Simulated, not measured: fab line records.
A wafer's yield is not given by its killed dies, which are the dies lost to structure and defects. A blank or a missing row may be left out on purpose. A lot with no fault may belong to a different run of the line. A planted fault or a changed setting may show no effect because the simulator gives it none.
Which tool did it? + flow gf180mcu + 6 lots with 18 wafers sampled at 2 steps, on a route of 602 steps

WHAT THE GAUGES READ, wafer by wafer
GF_MVPSD_TW_MEAS_11.
| lot  | measured     | on            | MVPSD_TW    |
|------|--------------|---------------|-------------|
| L216 | day 5 04:47  | film metro-04 | 664 662 662 |
| L218 | day 5 18:27  | film metro-04 | 550 551 550 |
| L224 | day 7 13:07  | film metro-01 | 550 548 548 |
| L230 | day 9 00:31  | film metro-01 | 546 549 548 |
| L235 | day 9 23:34  | film metro-03 | 554 552 551 |
| L237 | day 10 09:49 | film metro-03 | 554 551 554 |

TOOL THAT RAN EACH LOT (tool first, then ch and the chambers of the sampled wafers, then the start)
| lot  | GF_MVPSD_IMPLANT_08             |
|------|---------------------------------|
| L216 | implanter-02 ch 0, day 5 04:05  |
| L218 | implanter-04 ch 0, day 5 18:04  |
| L224 | implanter-04 ch 0, day 7 12:43  |
| L230 | implanter-01 ch 0, day 9 00:08  |
| L235 | implanter-04 ch 0, day 9 23:11  |
| L237 | implanter-04 ch 0, day 10 09:26 |
- GF_MVPSD_IMPLANT_08

THE ANSWER, worked out from the rows above alone
Rule: the lots themselves supply what counts as usual. Put in order of their means at a reading, lots are off if they are a third of the lots or fewer, leave a main group of 4 or more, and stand apart from it by a gap of 3 or more times the standard deviation of the main group's means; of several such gaps the widest counts. If all means in a main group match to the digits the tables above print for the reading, that group is not used. Also off: a lot with no number at a reading for which 4 or more lots have one. Any other lot the step has rows for is counted as sound.
Off: at GF_MVPSD_TW_MEAS_11 (MVPSD_TW), L216. The main group: mean 550, standard deviation 2.
If a tool, at a process step before that reading, ran all the lots that are off and no sound lot after the first of them, it fits. Those tools and the gauges at GF_MVPSD_TW_MEAS_11 are tried in the same way. One candidate fits, namely implanter-02 at GF_MVPSD_IMPLANT_08. It ran no sound lot before its first lot that is off in this sample, so the start can't be narrowed down.

WHAT THE SIMULATOR HAD PUT IN
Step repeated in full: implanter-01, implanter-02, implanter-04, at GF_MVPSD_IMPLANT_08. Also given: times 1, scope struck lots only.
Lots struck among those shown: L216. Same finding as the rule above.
